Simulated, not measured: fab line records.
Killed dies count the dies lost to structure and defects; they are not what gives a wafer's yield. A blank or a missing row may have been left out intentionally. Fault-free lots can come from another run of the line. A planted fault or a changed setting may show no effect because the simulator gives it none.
fab line records    flow sky130
[record] lots = 6  wafers = 18  lastDay = 50
route steps=708 shown RES_PROTECT@211 POLY_GATE@213 PAD_OPEN@708
lots with no fault: from the same line, run without faults
startH: hours from the record's first day to the start of the lot's first wafer shown    waitH: time in hours since the lot's previous step    " repeats the value in the row above    L1.1+2: several wafers, shown together as one row    - no value present, or no start provided    * or withheld: withheld    < > ~ a bound
route shown NAME@n: NAME is a module with steps in the file, n the number in the route of the first one    usual: mean and standard deviation over wafers with no fault    same: alike in all rows    chamber/n: place in a boat    sites: each site's reading    _std_site: standard deviation of those values    _edge_site: the outer-site mean with the inner-site mean subtracted    radiusMm: for every site, how far away it sits from the centre of the wafer    mask NAME#n: copy n    behind: the last tool/chamber to shape the wafer    hold: what put the lot on hold/how long, in hours/how the hold closed    device: the transistor (n, p or np) that didn't switch    end of line: the route-end tests of the same wafers    a step given without rows: its recipe and nothing more    killed: the dies lost at the first sort to structure and to defects; this is not the yield of the wafer    map: per-die view of a wafer (x killed, . not killed, _ where there is no die)
set.NAME: setting as actually run; set.NAME@STEP: the setting as run at that earlier step    model.NAME: the simulator's own value behind a step, which no gauge read
lots seen at some steps along the route; tables by step, rows by wafer
services: a tool's chamber out of use, with start hour (startH, from the record's first day; less than 0 if before it), hours out, and reason
[[steps]]
[step SKY_RES_PROTECT_PEB_05]
[recipe] tempC = withheld  timeS = *  resist = NOVOLAK
[step SKY_RES_PROTECT_DEVELOP_06]
[recipe] resist = NOVOLAK  developer = TMAH  developTimeS = 60  devTempC = 23
[step SKY_POLY_GATE_IMPLANT_02]
[recipe] species = P  energyKev = 30  doseCm2 = 7.833e+15  tiltDeg = 0
[step SKY_RES_PROTECT_STRIP_07]
[recipe] chemistry = O2/N2  powerW = 1400  pressureMtorr = 1500  platenTempC = withheld  o2FlowSccm = 3000  n2FlowSccm = 300  overashFraction = 0.5
[usual] drypumpMotorCurrentA = 5.9/0.43  oesProductAu = 0.516/0.0045  stripTimeToEndpointS = 23.35/0.041
lot.wafer  tool            chamber  startH  waitH  drypumpMotorCurrentA  oesProductAu  rfHoursCounterH  stripTimeToEndpointS
L697.1     plasmaAsher-03  1        350.63  0.1    5.6                   0.514         64               23.33
L697.4     "               1        "       "      5.6                   0.520         -                23.39
L697.5     "               0        "       "      5.8                   0.520         -                23.31
L704.3     plasmaAsher-01  0        416.86  0.1    5.4                   0.524         -                23.34
L704.4     "               1        "       "      6.4                   0.509         -                23.34
L704.5     "               0        "       "      5.4                   0.509         -                23.36
L706.2     plasmaAsher-01  1        430.86  0.1    6.4                   0.510         33               23.33
L706.3     "               0        "       "      5.4                   0.511         -                23.34
L706.5     "               1        "       "      6.4                   0.519         -                23.30
L708.3     plasmaAsher-01  1        460.56  0.1    6.4                   0.522         -                23.35
L708.4     "               0        "       "      5.3                   0.519         -                23.33
L708.6     "               1        "       "      6.4                   0.514         -                23.34
L715.1     plasmaAsher-03  1        519.48  0.1    5.5                   0.512         78               23.28
L715.2     "               0        "       "      5.8                   0.516         78               23.35
L715.5     "               0        "       "      5.8                   0.512         -                23.32
L718.1     plasmaAsher-03  0        531.98  0.1    5.8                   0.518         80               23.31
L718.2     "               1        "       "      5.5                   0.516         80               23.32
L718.4     "               1        "       "      5.5                   0.512         -                23.36
[step SKY_RES_PROTECT_TW_MEAS_08]
[usual] POLY_GATE_TW = 4026/25
lot.wafer  tool          chamber  startH  waitH  POLY_GATE_TW
L697.1     filmMetro-03  -        350.73  0.1    4015
L697.4     "             -        "       "      4021
L697.5     "             -        "       "      4034
L704.3     filmMetro-03  -        416.95  0.1    4032
L704.4     "             -        "       "      4026
L704.5     "             -        "       "      4031
L706.2     filmMetro-01  -        430.97  0.1    3974
L706.3     "             -        "       "      3970
L706.5     "             -        "       "      3991
L708.3     filmMetro-01  -        460.65  0.1    4004
L708.4     "             -        "       "      3995
L708.6     "             -        "       "      3985
L715.1     filmMetro-01  -        519.58  0.1    4001
L715.2     "             -        "       "      4022
L715.5     "             -        "       "      4028
L718.1     filmMetro-03  -        532.08  0.1    4023
L718.2     "             -        "       "      4014
L718.4     "             -        "       "      4045
[step SKY_RES_PROTECT_CLEAN_09]
[recipe] chemistry = SC1/SC2  mix = 1:4:20  tempC = 70  timeS = 150  dry = n2Spin
[step SKY_POLY_GATE_CVD_03]
[recipe] material = Si3N4  precursor = DCS/NH3  targetThkNm = 75  tempC = 770  timeS = 1290  pressureMtorr = 250
[step SKY_POLY_GATE_THK_MEAS_04]
[recipe] reads = Si3N4_of_POLY_GATE_CVD_03
[usual] POLY_GATE_CVD_03_THK = 74.9/0.64
lot.wafer  tool          chamber  startH  waitH  POLY_GATE_CVD_03_THK[nm]
L697.1     filmMetro-03  -        356.02  0.0    75.0
L697.4     "             -        "       "      74.7
L697.5     "             -        "       "      74.9
L704.3     filmMetro-03  -        419.82  0.0    75.2
L704.4     "             -        "       "      75.2
L704.5     "             -        "       "      75.4
L706.2     filmMetro-03  -        433.50  0.0    75.9
L706.3     "             -        "       "      76.0
L706.5     "             -        "       "      75.7
L708.3     filmMetro-01  -        463.09  0.0    73.9
L708.4     "             -        "       "      74.2
L708.6     "             -        "       "      74.4
L715.1     filmMetro-03  -        521.44  0.0    75.0
L715.2     "             -        "       "      74.9
L715.5     "             -        "       "      75.7
L718.1     filmMetro-03  -        533.55  0.0    75.2
L718.2     "             -        "       "      75.7
L718.4     "             -        "       "      75.5
[step SKY_POLY_GATE_DEHYDRATE_05]
[recipe] tempC = 200  timeS = 60
[step SKY_POLY_GATE_HMDS_06]
[recipe] primeTimeS = 60  primeTempC = 120
[step SKY_POLY_GATE_COAT_07]
[recipe] resist = BARC  tempC = withheld  timeS = withheld  spinRpm = 3000  resistThkNm = 110
[step SKY_POLY_GATE_COAT_08]
[recipe] resist = KrF-thick  spinRpm = 3000  resistThkNm = 450
[step SKY_POLY_GATE_SOFTBAKE_09]
[recipe] tempC = 100  timeS = 90  resist = KrF-thick
[usual] heaterPowerTotalW = 57.36/0.11  plateTempC = 99.97/0.11
lot.wafer  tool           chamber  startH  waitH  heaterPowerTotalW  plateTempC
L697.1     lithoTrack-01  0        370     -      57.28              100.15
L697.4     "              0        "       "      57.26              99.98
L697.5     "              0        "       "      57.38              100.18
L704.3     lithoTrack-01  0        434     -      53.49              94.86
L704.4     "              0        "       "      53.46              94.84
L704.5     "              0        "       "      53.50              94.97
L706.2     lithoTrack-01  0        449     -      53.32              94.82
L706.3     "              0        "       "      53.36              94.79
L706.5     "              0        "       "      53.33              94.90
L708.3     lithoTrack-02  0        478     -      57.47              99.90
L708.4     "              0        "       "      57.23              99.94
L708.6     "              0        "       "      57.51              99.99
L715.1     lithoTrack-02  0        535     -      57.45              100.12
L715.2     "              0        536     -      57.25              100.20
L715.5     "              0        "       "      57.28              100.14
L718.1     lithoTrack-04  0        548     -      57.32              99.96
L718.2     "              0        "       "      57.26              100.03
L718.4     "              0        "       "      57.33              99.78
[step SKY_POLY_GATE_EXPOSE_10]
[recipe] maskId = P1M  na = 0.68  sourceShape = conventional  sigmaOuter = 0.6  targetCdNm = 150  doseMj = 28
[step SKY_POLY_GATE_PEB_11]
[recipe] pebTempC = withheld  pebTimeS = withheld  resist = KrF-thick
[step SKY_POLY_GATE_DEVELOP_12]
[recipe] developTimeS = 60  resist = KrF-thick  devTempC = 21
lot.wafer  tool           chamber  startH  waitH  model.KrF-thick_of_POLY_GATE_COAT_08.thkNm
L697.1     lithoTrack-01  0        -       -      435.5
L697.4     "              0        "       "      433.5
L697.5     "              0        "       "      433.2
L704.3     lithoTrack-01  0        -       -      439.6
L704.4     "              0        "       "      439.9
L704.5     "              0        "       "      439
L706.2     lithoTrack-01  0        -       -      439.5
L706.3     "              0        "       "      439.6
L706.5     "              0        "       "      439.7
L708.3     lithoTrack-04  0        -       -      436.5
L708.4     "              0        "       "      436.7
L708.6     "              0        "       "      434.8
L715.1     lithoTrack-02  0        -       -      436.7
L715.2     "              0        "       "      435.3
L715.5     "              0        "       "      435.6
L718.1     lithoTrack-04  0        -       -      437
L718.2     "              0        "       "      436.4
L718.4     "              0        "       "      437.8
[step SKY_POLY_GATE_CD_MEAS_13]
[recipe] targetCdNm = 150
[usual] cdNm = 150.1/1.3
lot.wafer  tool      chamber  startH  waitH  cdNm
L697.1     cdSem-01  -        384.61  -      152.0
L697.4     "         -        "       "      152.0
L697.5     "         -        "       "      151.6
L704.3     cdSem-01  -        450.55  -      151.6
L704.4     "         -        "       "      150.5
L704.5     "         -        "       "      151.0
L706.2     cdSem-02  -        464.73  -      152.4
L706.3     "         -        "       "      151.0
L706.5     "         -        "       "      150.9
L708.3     cdSem-01  -        493.42  -      150.5
L708.4     "         -        "       "      151.0
L708.6     "         -        "       "      150.8
L715.1     cdSem-02  -        552.37  -      150.0
L715.2     "         -        "       "      150.2
L715.5     "         -        "       "      150.1
L718.1     cdSem-01  -        563.78  -      149.6
L718.2     "         -        "       "      149.7
L718.4     "         -        "       "      150.3
[step SKY_PAD_OPEN_PROBE_99]
[usual] killed_at_M0_to_M3 = 43/6.8  killed_at_M4_up = 3.3/1.8  killedAtContacts = 25/5.9  killedAtFrontEnd = 16/4.2  killedAtOther = 0.3/0.69  killedDies = 87/8.6  killedOpen = 48/6.3  killedShort = 39/5.3
[same] grossDies = 492  killedAtBackSide = 0
lot.wafer  tool       chamber  startH   waitH  killed_at_M0_to_M3  killed_at_M4_up  killedAtContacts  killedAtFrontEnd  killedAtOther  killedDies  killedOpen  killedShort
L697.1     prober-02  -        1090.75  0.1    37                  2                22                23                0              84          46          37
L697.4     prober-02  -        1090.90  0.2    41                  4                26                17                0              88          44          44
L697.5     prober-02  -        1090.95  0.2    47                  0                26                25                0              98          57          40
L706.3     prober-02  -        1138.86  0.2    34                  4                27                19                0              84          45          39
L718.1     prober-02  -        1194.36  0.1    51                  1                19                16                0              87          48          39
L718.2     prober-02  -        1194.41  0.1    49                  5                31                8                 0              93          50          42
L718.4     prober-02  -        1194.51  0.2    46                  0                28                12                0              86          43          42
// killed by level:class
L697.1 CONTACT:geometricParticle:open=10 LI_CONTACT:geometricParticle:open=7 FIELD_ISO:geometricParticle:open=6 VIA1:geometricParticle:open=6 FIELD_ISO:geometricParticle:short=5 VIA1:geometricParticle:short=5 METAL2:geometricParticle:short=5 VIA3:geometricParticle:open=5
L697.4 METAL1:geometricParticle:short=10 LI_CONTACT:geometricParticle:open=9 FIELD_ISO:geometricParticle:short=7 CONTACT:geometricParticle:open=7 METAL2:geometricParticle:short=5 VIA3:geometricParticle:open=5 VIA2:geometricParticle:open=5 FIELD_ISO:geometricParticle:open=4
L697.5 LI_CONTACT:geometricParticle:open=12 VIA1:geometricParticle:open=10 VIA2:geometricParticle:open=9 METAL2:geometricParticle:short=7 POLY_GATE:geometricParticle:short=6 CONTACT:geometricParticle:open=6 POLY_GATE:geometricParticle:open=5 VIA2:geometricParticle:short=5
L706.3 VIA3:geometricParticle:open=8 LI_CONTACT:geometricParticle:open=7 CONTACT:geometricParticle:open=7 VIA1:geometricParticle:open=7 FIELD_ISO:geometricParticle:open=5 FIELD_ISO:geometricParticle:short=4 POLY_GATE:geometricParticle:open=4 POLY_GATE:geometricParticle:short=4
L718.1 VIA1:geometricParticle:open=18 VIA1:geometricParticle:short=10 LI_CONTACT:geometricParticle:open=7 VIA2:geometricParticle:open=6 VIA3:geometricParticle:open=6 LOCAL_INTERCONNECT:geometricParticle:short=5 POLY_GATE:geometricParticle:short=4 CONTACT:geometricParticle:open=4
L718.2 VIA1:geometricParticle:open=10 CONTACT:geometricParticle:open=9 METAL2:geometricParticle:short=8 VIA3:geometricParticle:open=8 LI_CONTACT:geometricParticle:open=7 CONTACT:geometricParticle:short=7 VIA2:geometricParticle:open=7 LOCAL_INTERCONNECT:geometricParticle:short=6
L718.4 VIA1:geometricParticle:open=10 LOCAL_INTERCONNECT:geometricParticle:short=8 CONTACT:geometricParticle:open=7 VIA2:geometricParticle:open=7 CONTACT:geometricParticle:short=6 METAL3:geometricParticle:short=5 POLY_GATE:geometricParticle:open=4 VIA3:geometricParticle:open=4
[[services]]
tool            chamber  startH  hours  kind
plasmaAsher-03  -        350.02  0.5    repair
plasmaAsher-03  -        372.12  28.1   pm
[[key]]
[firstSign] step = SKY_POLY_GATE_SOFTBAKE_09  reading = plateTempC  direction = down  sigmas = 45  usual = *  struck = *
[effect] step = SKY_POLY_GATE_SOFTBAKE_09  reading = heaterPowerTotalW  direction = down  sigmas = 35  usual = *  struck = *
[modelEffect] step = SKY_POLY_GATE_DEVELOP_12  value = KrF-thick_of_POLY_GATE_COAT_08.thkNm  without = 436.5  struck = 439.6
metAt SKY_POLY_GATE_SOFTBAKE_09
struckWafers L704.3,L704.4,L704.5,L706.2,L706.3,L706.5
testerLeftOut L704,L706
onsetBetween 370 434
[fault] kind = processParameterDrift  tool = lithoTrack-01  chamber = -  onsetH = 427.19  steps = SKY_POLY_GATE_SOFTBAKE_09  channel = tempC  offset = *  shape = step  endH = 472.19  actsIn = *  stated = *
// testerLeftOut: of these lots the tester's yield and bins aren't shown, on N5 and GAA mostly nor the transistor test; their killed dies are dies lost to structure and defects alone, not to doping, threshold or leakage, so they don't give the yield
